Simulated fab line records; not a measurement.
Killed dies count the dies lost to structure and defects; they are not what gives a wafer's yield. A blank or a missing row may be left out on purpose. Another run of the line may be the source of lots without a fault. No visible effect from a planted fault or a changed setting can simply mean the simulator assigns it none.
What tool caused it? :: flow gf180mcu :: 72 wafers from 24 lots sampled at 6 of the route's 602 steps

## WHAT THE GAUGES SHOWED, per wafer
GF_V4_OVL_MEAS_15. Usual: V4_OVL 1 nm, standard deviation 6.
lot: L074
measured: day 24 12:41
on: overlay-01
V4_OVL (nm): 8 12 12
flag: 

lot: L075
measured: day 25 01:55
on: overlay-02
V4_OVL (nm): -1 -7 7
flag: 

lot: L076
measured: day 25 07:55
on: overlay-01
V4_OVL (nm): -11 -9 2
flag: 

lot: L077
measured: day 25 12:30
on: overlay-01
V4_OVL (nm): -3 -1 4
flag: 

lot: L078
measured: day 26 03:17
on: overlay-01
V4_OVL (nm): 5 0 -1
flag: 

lot: L079
measured: day 26 04:02
on: overlay-01
V4_OVL (nm): 6 6 0
flag: 

lot: L080
measured: day 26 21:31
on: overlay-02
V4_OVL (nm): 11 17 3
flag: 

lot: L081
measured: day 27 03:01
on: overlay-02
V4_OVL (nm): -3 0 3
flag: 

lot: L082
measured: day 27 18:42
on: overlay-02
V4_OVL (nm): 2 -8 -12
flag: 

lot: L083
measured: day 27 22:06
on: overlay-02
V4_OVL (nm): -5 -4 3
flag: 

lot: L084
measured: day 28 01:58
on: overlay-01
V4_OVL (nm): -5 -2 3
flag: 

lot: L085
measured: day 28 17:59
on: overlay-01
V4_OVL (nm): -5 6 -4
flag: 

lot: L086
measured: day 28 22:55
on: overlay-01
V4_OVL (nm): 3 0 -7
flag: 

lot: L087
measured: day 29 11:54
on: overlay-01
V4_OVL (nm): -7 -9 -11
flag: 

lot: L089
measured: day 29 17:23
on: overlay-02
V4_OVL (nm): -6 -4 -6
flag: 

lot: L088
measured: day 29 18:02
on: overlay-01
V4_OVL (nm): -4 2 -9
flag: 

lot: L090
measured: day 29 19:48
on: overlay-01
V4_OVL (nm): -1 3 -3
flag: 

lot: L092
measured: day 30 12:16
on: overlay-01
V4_OVL (nm): 4 7 3
flag: 

lot: L091
measured: day 30 13:13
on: overlay-01
V4_OVL (nm): -3 1 5
flag: 

lot: L093
measured: day 30 15:51
on: overlay-01
V4_OVL (nm): -2 2 -4
flag: 

lot: L094
measured: day 30 19:36
on: overlay-02
V4_OVL (nm): 2 3 2
flag: 

lot: L095
measured: day 31 07:21
on: overlay-01
V4_OVL (nm): -2 -7 2
flag: 

lot: L096
measured: day 31 12:01
on: overlay-01
V4_OVL (nm): 2 3 2
flag: 

lot: L097
measured: day 31 14:12
on: overlay-01
V4_OVL (nm): 8 8 9
flag: 

GF_M5_CD_MEAS_07 targets a cd of 280 nm. Usual: cdNm at 279.6 nm, with a standard deviation of 1.2.
lot: L074
measured: day 26 08:33
on: cdSem-02
cdNm (nm): 278.9 279.8 281.3
flag: 

lot: L075
measured: day 26 22:50
on: cdSem-01
cdNm (nm): 280.5 279.6 280.2
flag: 

lot: L076
measured: day 27 04:34
on: cdSem-02
cdNm (nm): 277.5 279.0 277.6
flag: 

lot: L077
measured: day 27 07:53
on: cdSem-02
cdNm (nm): 276.6 277.6 277.1
flag: 

lot: L078
measured: day 27 22:58
on: cdSem-01
cdNm (nm): 278.1 278.5 278.1
flag: 

lot: L079
measured: day 27 23:32
on: cdSem-01
cdNm (nm): 279.1 279.4 280.2
flag: 

lot: L080
measured: day 28 15:38
on: cdSem-02
cdNm (nm): 281.6 281.0 279.9
flag: 

lot: L081
measured: day 28 20:55
on: cdSem-01
cdNm (nm): 278.9 277.9 278.9
flag: 

lot: L082
measured: day 29 11:26
on: cdSem-01
cdNm (nm): 280.4 279.0 279.7
flag: 

lot: L083
measured: day 29 15:20
on: cdSem-01
cdNm (nm): 280.3 282.0 280.0
flag: 

lot: L084
measured: day 29 18:51
on: cdSem-02
cdNm (nm): 280.8 281.1 281.4
flag: 

lot: L085
measured: day 30 10:20
on: cdSem-01
cdNm (nm): 278.0 278.1 278.2
flag: 

lot: L086
measured: day 30 14:18
on: cdSem-02
cdNm (nm): 280.3 278.1 279.1
flag: 

lot: L087
measured: day 31 02:05
on: cdSem-02
cdNm (nm): 279.1 278.5 278.9
flag: 

lot: L089
measured: day 31 07:10
on: cdSem-02
cdNm (nm): 278.1 281.3 279.4
flag: 

lot: L088
measured: day 31 07:59
on: cdSem-01
cdNm (nm): 279.9 280.2 279.5
flag: 

lot: L090
measured: day 31 11:04
on: cdSem-01
cdNm (nm): 280.1 280.3 279.0
flag: 

lot: L092
measured: day 32 03:42
on: cdSem-01
cdNm (nm): 280.4 280.0 280.3
flag: 

lot: L091
measured: day 32 04:49
on: cdSem-02
cdNm (nm): 278.6 279.9 280.7
flag: 

lot: L093
measured: day 32 05:03
on: cdSem-02
cdNm (nm): 279.9 280.8 279.9
flag: 

lot: L094
measured: day 32 09:17
on: cdSem-01
cdNm (nm): 280.0 278.8 278.3
flag: 

lot: L095
measured: day 32 18:32
on: cdSem-02
cdNm (nm): 281.8 280.9 282.1
flag: 

lot: L096
measured: day 33 00:51
on: cdSem-02
cdNm (nm): 280.5 279.9 280.7
flag: 

lot: L097
measured: day 33 02:04
on: cdSem-02
cdNm (nm): 278.4 278.2 279.1
flag: 

## TOOL THAT RAN EACH LOT (tool first, then ch and the chambers of the sampled wafers, then the start)
lot: L074
GF_V4_ETCH_16: rieDiel-04 ch 1,2,3, day 24 12:43
GF_V4_STRIP_18: plasmaAsher-04 ch 0,1, day 24 12:50
GF_MIM_SPUTTER_02: pvdSputter-03, day 24 14:13
GF_MIM_STRIP_20: plasmaAsher-04 ch 0,1, day 25 11:16

lot: L075
GF_V4_ETCH_16: rieDiel-02 ch 0,2, day 25 01:57
GF_V4_STRIP_18: plasmaAsher-03 ch 0,1, day 25 02:05
GF_MIM_SPUTTER_02: pvdSputter-01, day 25 03:27
GF_MIM_STRIP_20: plasmaAsher-02 ch 0,1, day 26 01:23

lot: L076
GF_V4_ETCH_16: rieDiel-01 ch 1,3, day 25 07:56
GF_V4_STRIP_18: plasmaAsher-01 ch 1, day 25 08:04
GF_MIM_SPUTTER_02: pvdSputter-02, day 25 09:26
GF_MIM_STRIP_20: plasmaAsher-02 ch 1, day 26 07:37

lot: L077
GF_V4_ETCH_16: rieDiel-04 ch 0,2, day 25 12:32
GF_V4_STRIP_18: plasmaAsher-03 ch 0,1, day 25 12:40
GF_MIM_SPUTTER_02: pvdSputter-03, day 25 14:05
GF_MIM_STRIP_20: plasmaAsher-03 ch 0,1, day 26 11:52

lot: L078
GF_V4_ETCH_16: rieDiel-04 ch 2,3, day 26 03:19
GF_V4_STRIP_18: plasmaAsher-01 ch 0,1, day 26 03:26
GF_MIM_SPUTTER_02: pvdSputter-02, day 26 04:50
GF_MIM_STRIP_20: plasmaAsher-03 ch 0,1, day 27 02:14

lot: L079
GF_V4_ETCH_16: rieDiel-04 ch 1,2,3, day 26 04:04
GF_V4_STRIP_18: plasmaAsher-01 ch 0,1, day 26 04:11
GF_MIM_SPUTTER_02: pvdSputter-01, day 26 05:32
GF_MIM_STRIP_20: plasmaAsher-02 ch 0,1, day 27 02:46

lot: L080
GF_V4_ETCH_16: rieDiel-04 ch 1,2, day 26 21:34
GF_V4_STRIP_18: plasmaAsher-04 ch 0,1, day 26 21:46
GF_MIM_SPUTTER_02: pvdSputter-03, day 26 23:05
GF_MIM_STRIP_20: plasmaAsher-03 ch 0,1, day 27 19:45

lot: L081
GF_V4_ETCH_16: rieDiel-02 ch 0,1, day 27 03:03
GF_V4_STRIP_18: plasmaAsher-03 ch 0,1, day 27 03:11
GF_MIM_SPUTTER_02: pvdSputter-01, day 27 04:34
GF_MIM_STRIP_20: plasmaAsher-04 ch 0,1, day 28 00:52

lot: L082
GF_V4_ETCH_16: rieDiel-02 ch 0,1,2, day 27 18:44
GF_V4_STRIP_18: plasmaAsher-01 ch 0,1, day 27 18:52
GF_MIM_SPUTTER_02: pvdSputter-03, day 27 20:13
GF_MIM_STRIP_20: plasmaAsher-02 ch 0,1, day 28 15:58

lot: L083
GF_V4_ETCH_16: rieDiel-02 ch 0,3, day 27 22:08
GF_V4_STRIP_18: plasmaAsher-04 ch 0,1, day 27 22:16
GF_MIM_SPUTTER_02: pvdSputter-01, day 27 23:37
GF_MIM_STRIP_20: plasmaAsher-03 ch 0,1, day 28 20:03

lot: L084
GF_V4_ETCH_16: rieDiel-01 ch 2,3, day 28 01:59
GF_V4_STRIP_18: plasmaAsher-01 ch 0,1, day 28 02:09
GF_MIM_SPUTTER_02: pvdSputter-03, day 28 03:28
GF_MIM_STRIP_20: plasmaAsher-04 ch 0,1, day 28 23:40

lot: L085
GF_V4_ETCH_16: rieDiel-04 ch 1,3, day 28 18:01
GF_V4_STRIP_18: plasmaAsher-01 ch 0,1, day 28 18:09
GF_MIM_SPUTTER_02: pvdSputter-02, day 28 19:31
GF_MIM_STRIP_20: plasmaAsher-02 ch 0,1, day 29 14:58

lot: L086
GF_V4_ETCH_16: rieDiel-02 ch 0,2,3, day 28 22:57
GF_V4_STRIP_18: plasmaAsher-04 ch 0,1, day 28 23:05
GF_MIM_SPUTTER_02: pvdSputter-02, day 29 00:28
GF_MIM_STRIP_20: plasmaAsher-04 ch 0,1, day 29 19:34

lot: L087
GF_V4_ETCH_16: rieDiel-02 ch 0,1,3, day 29 11:56
GF_V4_STRIP_18: plasmaAsher-03 ch 0,1, day 29 12:04
GF_MIM_SPUTTER_02: pvdSputter-02, day 29 13:26
GF_MIM_STRIP_20: plasmaAsher-02 ch 0,1, day 30 08:08

lot: L089
GF_V4_ETCH_16: rieDiel-02 ch 0,1,2, day 29 17:25
GF_V4_STRIP_18: plasmaAsher-03 ch 0, day 29 17:32
GF_MIM_SPUTTER_02: pvdSputter-03, day 29 19:00
GF_MIM_STRIP_20: plasmaAsher-02 ch 0,1, day 30 13:46

lot: L088
GF_V4_ETCH_16: rieDiel-02 ch 0,2,3, day 29 18:04
GF_V4_STRIP_18: plasmaAsher-01 ch 0,1, day 29 18:11
GF_MIM_SPUTTER_02: pvdSputter-01, day 29 19:36
GF_MIM_STRIP_20: plasmaAsher-04 ch 0,1, day 30 14:04

lot: L090
GF_V4_ETCH_16: rieDiel-02 ch 0,1,2, day 29 19:50
GF_V4_STRIP_18: plasmaAsher-01 ch 0,1, day 29 19:58
GF_MIM_SPUTTER_02: pvdSputter-03, day 29 21:42
GF_MIM_STRIP_20: plasmaAsher-02 ch 0,1, day 30 16:31

lot: L092
GF_V4_ETCH_16: rieDiel-01 ch 0,1,3, day 30 12:18
GF_V4_STRIP_18: plasmaAsher-01 ch 0, day 30 12:25
GF_MIM_SPUTTER_02: pvdSputter-02, day 30 15:43
GF_MIM_STRIP_20: plasmaAsher-03 ch 0, day 31 09:44

lot: L091
GF_V4_ETCH_16: rieDiel-01 ch 0,1,2, day 30 13:15
GF_V4_STRIP_18: plasmaAsher-01 ch 0,1, day 30 13:22
GF_MIM_SPUTTER_02: pvdSputter-03, day 30 16:01
GF_MIM_STRIP_20: plasmaAsher-03 ch 0,1, day 31 10:16

lot: L093
GF_V4_ETCH_16: rieDiel-04 ch 0,1,3, day 30 15:53
GF_V4_STRIP_18: plasmaAsher-04 ch 0,1, day 30 16:01
GF_MIM_SPUTTER_02: pvdSputter-01, day 30 17:22
GF_MIM_STRIP_20: plasmaAsher-02 ch 0, day 31 11:26

lot: L094
GF_V4_ETCH_16: rieDiel-04 ch 1,2,3, day 30 19:38
GF_V4_STRIP_18: plasmaAsher-03 ch 0,1, day 30 19:46
GF_MIM_SPUTTER_02: pvdSputter-03, day 30 21:07
GF_MIM_STRIP_20: plasmaAsher-03 ch 0,1, day 31 15:17

lot: L095
GF_V4_ETCH_16: rieDiel-04 ch 0,1,3, day 31 07:23
GF_V4_STRIP_18: plasmaAsher-04 ch 0,1, day 31 07:31
GF_MIM_SPUTTER_02: pvdSputter-02, day 31 08:58
GF_MIM_STRIP_20: plasmaAsher-04 ch 0,1, day 32 02:31

lot: L096
GF_V4_ETCH_16: rieDiel-01 ch 0,1,3, day 31 12:02
GF_V4_STRIP_18: plasmaAsher-03 ch 0,1, day 31 12:12
GF_MIM_SPUTTER_02: pvdSputter-01, day 31 13:40
GF_MIM_STRIP_20: plasmaAsher-04 ch 0,1, day 32 07:43

lot: L097
GF_V4_ETCH_16: rieDiel-04 ch 0,1,2, day 31 14:14
GF_V4_STRIP_18: plasmaAsher-04 ch 0,1, day 31 14:22
GF_MIM_SPUTTER_02: pvdSputter-02, day 31 15:43
GF_MIM_STRIP_20: plasmaAsher-04 ch 0,1, day 32 09:31
- GF_V4_ETCH_16: etches BARC in N2/H2.
- GF_V4_STRIP_18: strips in O2/N2.
- GF_MIM_SPUTTER_02: material AlCu, target thk 450 nm, time 23.9 s.
- GF_MIM_STRIP_20: strips in O2/N2.

## WHAT THE TOOLS THEMSELVES READ (means of the sampled wafers that have a number; where no wafer has one, the mark that the record gives instead)
GF_V4_ETCH_16. Usual: drypumpMotorCurrentA 5.9 A, standard deviation 0.34; oesProductAu 0.856 a.u., standard deviation 0.0047; throttleValvePct 13.224 %, standard deviation 0.0095.
lot: L074
tool: rieDiel-04
drypumpMotorCurrentA (A): 5.8
oesProductAu (a.u.): 0.854
throttleValvePct (%): 13.230
flag: 

lot: L075
tool: rieDiel-02
drypumpMotorCurrentA (A): 6.4
oesProductAu (a.u.): 0.857
throttleValvePct (%): 13.224
flag: 

lot: L076
tool: rieDiel-01
drypumpMotorCurrentA (A): 5.9
oesProductAu (a.u.): 0.857
throttleValvePct (%): 13.226
flag: 

lot: L077
tool: rieDiel-04
drypumpMotorCurrentA (A): 5.7
oesProductAu (a.u.): 0.860
throttleValvePct (%): 13.223
flag: 

lot: L078
tool: rieDiel-04
drypumpMotorCurrentA (A): 5.8
oesProductAu (a.u.): 0.857
throttleValvePct (%): 13.232
flag: 

lot: L079
tool: rieDiel-04
drypumpMotorCurrentA (A): 5.8
oesProductAu (a.u.): 0.855
throttleValvePct (%): 13.213
flag: 

lot: L080
tool: rieDiel-04
drypumpMotorCurrentA (A): 5.5
oesProductAu (a.u.): 0.851
throttleValvePct (%): 13.228
flag: 

lot: L081
tool: rieDiel-02
drypumpMotorCurrentA (A): 6.3
oesProductAu (a.u.): 0.852
throttleValvePct (%): 13.220
flag: 

lot: L082
tool: rieDiel-02
drypumpMotorCurrentA (A): 6.2
oesProductAu (a.u.): 0.858
throttleValvePct (%): 13.221
flag: 

lot: L083
tool: rieDiel-02
drypumpMotorCurrentA (A): 6.3
oesProductAu (a.u.): 0.859
throttleValvePct (%): 13.219
flag: 

lot: L084
tool: rieDiel-01
drypumpMotorCurrentA (A): 5.7
oesProductAu (a.u.): 0.856
throttleValvePct (%): 13.215
flag: 

lot: L085
tool: rieDiel-04
drypumpMotorCurrentA (A): 6.0
oesProductAu (a.u.): 0.856
throttleValvePct (%): 13.223
flag: 

lot: L086
tool: rieDiel-02
drypumpMotorCurrentA (A): 6.2
oesProductAu (a.u.): 0.854
throttleValvePct (%): 13.226
flag: 

lot: L087
tool: rieDiel-02
drypumpMotorCurrentA (A): 6.0
oesProductAu (a.u.): 0.859
throttleValvePct (%): 13.214
flag: 

lot: L089
tool: rieDiel-02
drypumpMotorCurrentA (A): 6.2
oesProductAu (a.u.): 0.855
throttleValvePct (%): 13.228
flag: 

lot: L088
tool: rieDiel-02
drypumpMotorCurrentA (A): 6.2
oesProductAu (a.u.): 0.853
throttleValvePct (%): 13.221
flag: 

lot: L090
tool: rieDiel-02
drypumpMotorCurrentA (A): 6.2
oesProductAu (a.u.): 0.856
throttleValvePct (%): 13.219
flag: 

lot: L092
tool: rieDiel-01
drypumpMotorCurrentA (A): 5.7
oesProductAu (a.u.): 0.856
throttleValvePct (%): 13.213
flag: 

lot: L091
tool: rieDiel-01
drypumpMotorCurrentA (A): 5.5
oesProductAu (a.u.): 0.856
throttleValvePct (%): 13.218
flag: 

lot: L093
tool: rieDiel-04
drypumpMotorCurrentA (A): 6.0
oesProductAu (a.u.): 0.855
throttleValvePct (%): 13.236
flag: 

lot: L094
tool: rieDiel-04
drypumpMotorCurrentA (A): 5.8
oesProductAu (a.u.): 0.862
throttleValvePct (%): 13.227
flag: 

lot: L095
tool: rieDiel-04
drypumpMotorCurrentA (A): 6.0
oesProductAu (a.u.): 0.860
throttleValvePct (%): 13.227
flag: 

lot: L096
tool: rieDiel-01
drypumpMotorCurrentA (A): 5.7
oesProductAu (a.u.): 0.853
throttleValvePct (%): 13.220
flag: 

lot: L097
tool: rieDiel-04
drypumpMotorCurrentA (A): 5.8
oesProductAu (a.u.): 0.851
throttleValvePct (%): 13.223
flag: 

GF_V4_STRIP_18. Usual: drypumpMotorCurrentA 5.6 A, standard deviation 0.41; heaterPowerW 318 W, standard deviation 30; oesProductAu 0.594 a.u., standard deviation 0.0048.
lot: L074
tool: plasmaAsher-04
drypumpMotorCurrentA (A): 5.6
heaterPowerW (W): 304
oesProductAu (a.u.): 0.593
flag: 

lot: L075
tool: plasmaAsher-03
drypumpMotorCurrentA (A): 5.9
heaterPowerW (W): 330
oesProductAu (a.u.): 0.588
flag: 

lot: L076
tool: plasmaAsher-01
drypumpMotorCurrentA (A): 5.2
heaterPowerW (W): 340
oesProductAu (a.u.): 0.588
flag: 

lot: L077
tool: plasmaAsher-03
drypumpMotorCurrentA (A): 5.8
heaterPowerW (W): 321
oesProductAu (a.u.): 0.597
flag: 

lot: L078
tool: plasmaAsher-01
drypumpMotorCurrentA (A): 5.5
heaterPowerW (W): 331
oesProductAu (a.u.): 0.592
flag: 

lot: L079
tool: plasmaAsher-01
drypumpMotorCurrentA (A): 5.8
heaterPowerW (W): 318
oesProductAu (a.u.): 0.598
flag: 

lot: L080
tool: plasmaAsher-04
drypumpMotorCurrentA (A): 5.6
heaterPowerW (W): 300
oesProductAu (a.u.): 0.597
flag: 

lot: L081
tool: plasmaAsher-03
drypumpMotorCurrentA (A): 5.8
heaterPowerW (W): 325
oesProductAu (a.u.): 0.592
flag: 

lot: L082
tool: plasmaAsher-01
drypumpMotorCurrentA (A): 5.5
heaterPowerW (W): 327
oesProductAu (a.u.): 0.595
flag: 

lot: L083
tool: plasmaAsher-04
drypumpMotorCurrentA (A): 5.6
heaterPowerW (W): 300
oesProductAu (a.u.): 0.595
flag: 

lot: L084
tool: plasmaAsher-01
drypumpMotorCurrentA (A): 5.5
heaterPowerW (W): 326
oesProductAu (a.u.): 0.595
flag: 

lot: L085
tool: plasmaAsher-01
drypumpMotorCurrentA (A): 5.8
heaterPowerW (W): 318
oesProductAu (a.u.): 0.595
flag: 

lot: L086
tool: plasmaAsher-04
drypumpMotorCurrentA (A): 5.4
heaterPowerW (W): 287
oesProductAu (a.u.): 0.596
flag: 

lot: L087
tool: plasmaAsher-03
drypumpMotorCurrentA (A): 5.8
heaterPowerW (W): 324
oesProductAu (a.u.): 0.595
flag: 

lot: L089
tool: plasmaAsher-03
drypumpMotorCurrentA (A): 6.0
heaterPowerW (W): 300
oesProductAu (a.u.): 0.593
flag: 

lot: L088
tool: plasmaAsher-01
drypumpMotorCurrentA (A): 5.9
heaterPowerW (W): 320
oesProductAu (a.u.): 0.595
flag: 

lot: L090
tool: plasmaAsher-01
drypumpMotorCurrentA (A): 5.8
heaterPowerW (W): 317
oesProductAu (a.u.): 0.591
flag: 

lot: L092
tool: plasmaAsher-01
drypumpMotorCurrentA (A): 6.1
heaterPowerW (W): 302
oesProductAu (a.u.): 0.594
flag: 

lot: L091
tool: plasmaAsher-01
drypumpMotorCurrentA (A): 5.5
heaterPowerW (W): 324
oesProductAu (a.u.): 0.597
flag: 

lot: L093
tool: plasmaAsher-04
drypumpMotorCurrentA (A): 5.6
heaterPowerW (W): 300
oesProductAu (a.u.): 0.596
flag: 

lot: L094
tool: plasmaAsher-03
drypumpMotorCurrentA (A): 5.6
heaterPowerW (W): 351
oesProductAu (a.u.): 0.590
flag: 

lot: L095
tool: plasmaAsher-04
drypumpMotorCurrentA (A): 5.4
heaterPowerW (W): 285
oesProductAu (a.u.): 0.590
flag: 

lot: L096
tool: plasmaAsher-03
drypumpMotorCurrentA (A): 5.6
heaterPowerW (W): 351
oesProductAu (a.u.): 0.598
flag: 

lot: L097
tool: plasmaAsher-04
drypumpMotorCurrentA (A): 5.6
heaterPowerW (W): 302
oesProductAu (a.u.): 0.593
flag: 

GF_MIM_SPUTTER_02. Usual: throttleValvePct at 30.1 %, with a standard deviation of 1.1.
lot: L074
tool: pvdSputter-03
throttleValvePct (%): 30.1
flag: 

lot: L075
tool: pvdSputter-01
throttleValvePct (%): 28.9
flag: 

lot: L076
tool: pvdSputter-02
throttleValvePct (%): 30.3
flag: 

lot: L077
tool: pvdSputter-03
throttleValvePct (%): 30.2
flag: 

lot: L078
tool: pvdSputter-02
throttleValvePct (%): 30.1
flag: 

lot: L079
tool: pvdSputter-01
throttleValvePct (%): 28.9
flag: 

lot: L080
tool: pvdSputter-03
throttleValvePct (%): 31.4
flag: 

lot: L081
tool: pvdSputter-01
throttleValvePct (%): 29.7
flag: 

lot: L082
tool: pvdSputter-03
throttleValvePct (%): 30.4
flag: 

lot: L083
tool: pvdSputter-01
throttleValvePct (%): 29.6
flag: 

lot: L084
tool: pvdSputter-03
throttleValvePct (%): 30.4
flag: 

lot: L085
tool: pvdSputter-02
throttleValvePct (%): 30.8
flag: 

lot: L086
tool: pvdSputter-02
throttleValvePct (%): 30.9
flag: 

lot: L087
tool: pvdSputter-02
throttleValvePct (%): 30.8
flag: 

lot: L089
tool: pvdSputter-03
throttleValvePct (%): 30.9
flag: 

lot: L088
tool: pvdSputter-01
throttleValvePct (%): 29.0
flag: 

lot: L090
tool: pvdSputter-03
throttleValvePct (%): 30.4
flag: 

lot: L092
tool: pvdSputter-02
throttleValvePct (%): 30.0
flag: 

lot: L091
tool: pvdSputter-03
throttleValvePct (%): 30.8
flag: 

lot: L093
tool: pvdSputter-01
throttleValvePct (%): 28.8
flag: 

lot: L094
tool: pvdSputter-03
throttleValvePct (%): 30.6
flag: 

lot: L095
tool: pvdSputter-02
throttleValvePct (%): 30.9
flag: 

lot: L096
tool: pvdSputter-01
throttleValvePct (%): 28.2
flag: 

lot: L097
tool: pvdSputter-02
throttleValvePct (%): 29.9
flag: 

GF_MIM_STRIP_20. Usual: drypumpMotorCurrentA 5.7 A, standard deviation 0.41; heaterPowerW 320 W, standard deviation 38; oesProductAu 0.693 a.u., standard deviation 0.0049; stripTimeToEndpointS 11.24 s, standard deviation 0.042.
lot: L074
tool: plasmaAsher-04
drypumpMotorCurrentA (A): 5.4
heaterPowerW (W): 289
oesProductAu (a.u.): 0.695
stripTimeToEndpointS (s): 11.26
flag: 

lot: L075
tool: plasmaAsher-02
drypumpMotorCurrentA (A): 5.7
heaterPowerW (W): 319
oesProductAu (a.u.): 0.691
stripTimeToEndpointS (s): 11.22
flag: 

lot: L076
tool: plasmaAsher-02
drypumpMotorCurrentA (A): 5.4
heaterPowerW (W): 290
oesProductAu (a.u.): 0.693
stripTimeToEndpointS (s): 11.25
flag: 

lot: L077
tool: plasmaAsher-03
drypumpMotorCurrentA (A): 5.8
heaterPowerW (W): 325
oesProductAu (a.u.): 0.693
stripTimeToEndpointS (s): 11.18
flag: 

lot: L078
tool: plasmaAsher-03
drypumpMotorCurrentA (A): 5.6
heaterPowerW (W): 349
oesProductAu (a.u.): 0.694
stripTimeToEndpointS (s): 11.25
flag: 

lot: L079
tool: plasmaAsher-02
drypumpMotorCurrentA (A): 5.7
heaterPowerW (W): 313
oesProductAu (a.u.): 0.691
stripTimeToEndpointS (s): 11.22
flag: 

lot: L080
tool: plasmaAsher-03
drypumpMotorCurrentA (A): 5.8
heaterPowerW (W): 326
oesProductAu (a.u.): 0.691
stripTimeToEndpointS (s): 11.24
flag: 

lot: L081
tool: plasmaAsher-04
drypumpMotorCurrentA (A): 5.6
heaterPowerW (W): 299
oesProductAu (a.u.): 0.694
stripTimeToEndpointS (s): 11.28
flag: 

lot: L082
tool: plasmaAsher-02
drypumpMotorCurrentA (A): 6.0
heaterPowerW (W): 342
oesProductAu (a.u.): 0.697
stripTimeToEndpointS (s): 11.30
flag: 

lot: L083
tool: plasmaAsher-03
drypumpMotorCurrentA (A): 5.8
heaterPowerW (W): 322
oesProductAu (a.u.): 0.697
stripTimeToEndpointS (s): 11.31
flag: 

lot: L084
tool: plasmaAsher-04
drypumpMotorCurrentA (A): 5.6
heaterPowerW (W): 305
oesProductAu (a.u.): 0.692
stripTimeToEndpointS (s): 11.21
flag: 

lot: L085
tool: plasmaAsher-02
drypumpMotorCurrentA (A): 6.0
heaterPowerW (W): 339
oesProductAu (a.u.): 0.689
stripTimeToEndpointS (s): 11.22
flag: 

lot: L086
tool: plasmaAsher-04
drypumpMotorCurrentA (A): 5.4
heaterPowerW (W): 289
oesProductAu (a.u.): 0.694
stripTimeToEndpointS (s): 11.21
flag: 

lot: L087
tool: plasmaAsher-02
drypumpMotorCurrentA (A): 6.0
heaterPowerW (W): 342
oesProductAu (a.u.): 0.687
stripTimeToEndpointS (s): 11.18
flag: 

lot: L089
tool: plasmaAsher-02
drypumpMotorCurrentA (A): 6.0
heaterPowerW (W): 342
oesProductAu (a.u.): 0.693
stripTimeToEndpointS (s): 11.31
flag: 

lot: L088
tool: plasmaAsher-04
drypumpMotorCurrentA (A): 5.4
heaterPowerW (W): 287
oesProductAu (a.u.): 0.690
stripTimeToEndpointS (s): 11.22
flag: 

lot: L090
tool: plasmaAsher-02
drypumpMotorCurrentA (A): 5.7
heaterPowerW (W): 317
oesProductAu (a.u.): 0.699
stripTimeToEndpointS (s): 11.31
flag: 

lot: L092
tool: plasmaAsher-03
drypumpMotorCurrentA (A): 6.0
heaterPowerW (W): 298
oesProductAu (a.u.): 0.688
stripTimeToEndpointS (s): 11.27
flag: 

lot: L091
tool: plasmaAsher-03
drypumpMotorCurrentA (A): 5.8
heaterPowerW (W): 331
oesProductAu (a.u.): 0.692
stripTimeToEndpointS (s): 11.22
flag: 

lot: L093
tool: plasmaAsher-02
drypumpMotorCurrentA (A): 6.3
heaterPowerW (W): 369
oesProductAu (a.u.): 0.692
stripTimeToEndpointS (s): 11.26
flag: 

lot: L094
tool: plasmaAsher-03
drypumpMotorCurrentA (A): 5.6
heaterPowerW (W): 351
oesProductAu (a.u.): 0.694
stripTimeToEndpointS (s): 11.25
flag: 

lot: L095
tool: plasmaAsher-04
drypumpMotorCurrentA (A): 5.4
heaterPowerW (W): 289
oesProductAu (a.u.): 0.688
stripTimeToEndpointS (s): 11.19
flag: 

lot: L096
tool: plasmaAsher-04
drypumpMotorCurrentA (A): 5.4
heaterPowerW (W): 292
oesProductAu (a.u.): 0.691
stripTimeToEndpointS (s): 11.26
flag: 

lot: L097
tool: plasmaAsher-04
drypumpMotorCurrentA (A): 5.4
heaterPowerW (W): 290
oesProductAu (a.u.): 0.697
stripTimeToEndpointS (s): 11.29
flag: 

## THE ANSWER, worked out from the rows above alone
Rule: take the mean of a lot's wafers that have a number; if it is more than 3 standard deviations from the usual mean, the lot is off. A lot without any number at a reading at which 4 lots or more have one is off too. Any other lot the step has rows for is counted as sound. After the gauges, taken in route order, come the tools' own readings; for these a lot's mean is taken, as printed above. At the first step where some lot is off, the reading lying furthest off is the one used; lots without a number count as furthest.
No lot is off on any of the readings shown, so nothing can be concluded from this.

## WHAT HAD BEEN PUT IN BY THE SIMULATOR
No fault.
